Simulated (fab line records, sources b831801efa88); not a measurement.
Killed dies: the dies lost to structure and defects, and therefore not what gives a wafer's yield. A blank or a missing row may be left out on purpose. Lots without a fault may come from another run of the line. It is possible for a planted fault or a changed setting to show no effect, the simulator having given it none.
A single fault, viewed from 2 desks || flow gf180mcu || numbers are kept per desk, each desk with only its own; the story behind them comes last

THE TOOL OWNER'S DESK: pvd-sputter-04
The tool's own readings at GF_M4_SPUTTER_00 (material Ti, target thk 37.5 nm, time 150 s): means of the sampled wafers that have a number, for each lot that ran on this tool. A lot is out of limits, marked OUT, if its mean lies more than 4 standard deviations from the usual mean; the brackets give that distance.
Columns: A = throttle-valve-pct at GF_M4_SPUTTER_00, usual 29.9 %
{"lot": "L242", "first seen here": "day 24 19:24", "A": 30.6}
{"lot": "L243", "first seen here": "day 25 07:37", "A": 30.0}
{"lot": "L244", "first seen here": "day 25 17:01", "A": 30.1}
{"lot": "L246", "first seen here": "day 26 05:05", "A": 30.0}
Finding of this desk: none of the 4 lots has anything out of limits.

METROLOGY DESK
What the gauges read, lot by lot, whatever tool the lot ran on: means of the sampled wafers that have a number. A lot is out of limits, marked OUT, if its mean lies more than 4 standard deviations from the usual mean; the brackets give that distance.
Columns: A = V3_OVL at GF_V3_OVL_MEAS_15, usual 2 nm; B = V3_W_RS at GF_V3_RS_MEAS_24, usual 0.326 ohm/sq; C = V3_W_THK at GF_V3_THK_MEAS_25, usual 356 nm
{"lot": "L238", "first seen here": "day 23 06:40", "A": 2, "B": 0.315, "C": 366}
{"lot": "L242", "first seen here": "day 24 18:01", "A": 5, "B": 0.332, "C": 343}
{"lot": "L243", "first seen here": "day 25 06:10", "A": -7, "B": 0.329, "C": 356}
{"lot": "L244", "first seen here": "day 25 15:38", "A": 7, "B": 0.327, "C": 358}
{"lot": "L246", "first seen here": "day 26 03:39", "A": 7, "B": 0.331, "C": 348}
{"lot": "L255", "first seen here": "day 29 03:37", "A": -7, "B": 0.325, "C": 355}
{"lot": "L257", "first seen here": "day 29 08:50", "A": 9, "B": 0.321, "C": 366}
Finding of this desk: none of the 7 lots has anything out of limits.

PUT TOGETHER
The desk of the tool owner found nothing out of limits.
At the metrology desk, nothing out of limits was observed.

WHAT HAD BEEN PUT IN BY THE SIMULATOR
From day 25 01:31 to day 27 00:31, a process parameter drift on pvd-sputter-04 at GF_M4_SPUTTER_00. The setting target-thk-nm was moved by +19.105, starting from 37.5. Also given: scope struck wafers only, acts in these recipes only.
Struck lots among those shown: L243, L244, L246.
